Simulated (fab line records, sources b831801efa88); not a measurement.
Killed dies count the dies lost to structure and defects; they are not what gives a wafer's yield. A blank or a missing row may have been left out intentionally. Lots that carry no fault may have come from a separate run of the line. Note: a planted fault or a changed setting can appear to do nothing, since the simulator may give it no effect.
Matching of chambers / flow gf180mcu / GF_V1_CMP_04 on cmp-02 has 4 sister chambers
The step polishes SiO2. 4 wafers are shown with their chamber, then 7 later ones without.

WAFERS PAIRED WITH THEIR CHAMBERS
wafer=L424.4; chamber=0; time to endpoint s (s)=81
wafer=L439.2; chamber=3; time to endpoint s (s)=89
wafer=L440.2; chamber=2; time to endpoint s (s)=73
wafer=L440.3; chamber=1; time to endpoint s (s)=78

WAFERS WHOSE CHAMBER IS MISSING
wafer=L440.4; time to endpoint s (s)=87
wafer=L442.3; time to endpoint s (s)=77
wafer=L442.5; time to endpoint s (s)=81
wafer=L442.6; time to endpoint s (s)=101
wafer=L444.2; time to endpoint s (s)=70
wafer=L444.4; time to endpoint s (s)=90
wafer=L444.6; time to endpoint s (s)=79

THE CHAMBER EACH PASSED THROUGH
wafer=L440.4; from the rows above=can't be placed: 3 or 0 or 1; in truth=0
wafer=L442.3; from the rows above=can't be placed: 1 or 0 or 2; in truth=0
wafer=L442.5; from the rows above=can't be placed: 0 or 1 or 2 or 3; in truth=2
wafer=L442.6; from the rows above=can't be placed: 3 or 0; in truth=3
wafer=L444.2; from the rows above=can't be placed: 2 or 1 or 0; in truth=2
wafer=L444.4; from the rows above=can't be placed: 3 or 0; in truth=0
wafer=L444.6; from the rows above=can't be placed: 1 or 0 or 2 or 3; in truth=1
Correctly placed: 0 of 7. From these rows, 7 cannot be placed; in 7 the true chamber is one of the candidates. Wrongly placed: 0.
How it was worked out, from the rows above alone: a wafer's distance from a chamber is the root of the sum, over the readings, of the square of ((its reading less the chamber's mean) divided by the reading's scatter). The wafer belongs to the nearest chamber; if the next one is less than 2 further off, it can't be placed. A chamber's mean is the mean of its shown wafers. The scatter: root of mean squared gap, hidden wafer to nearest shown wafer, with one shown wafer a chamber.
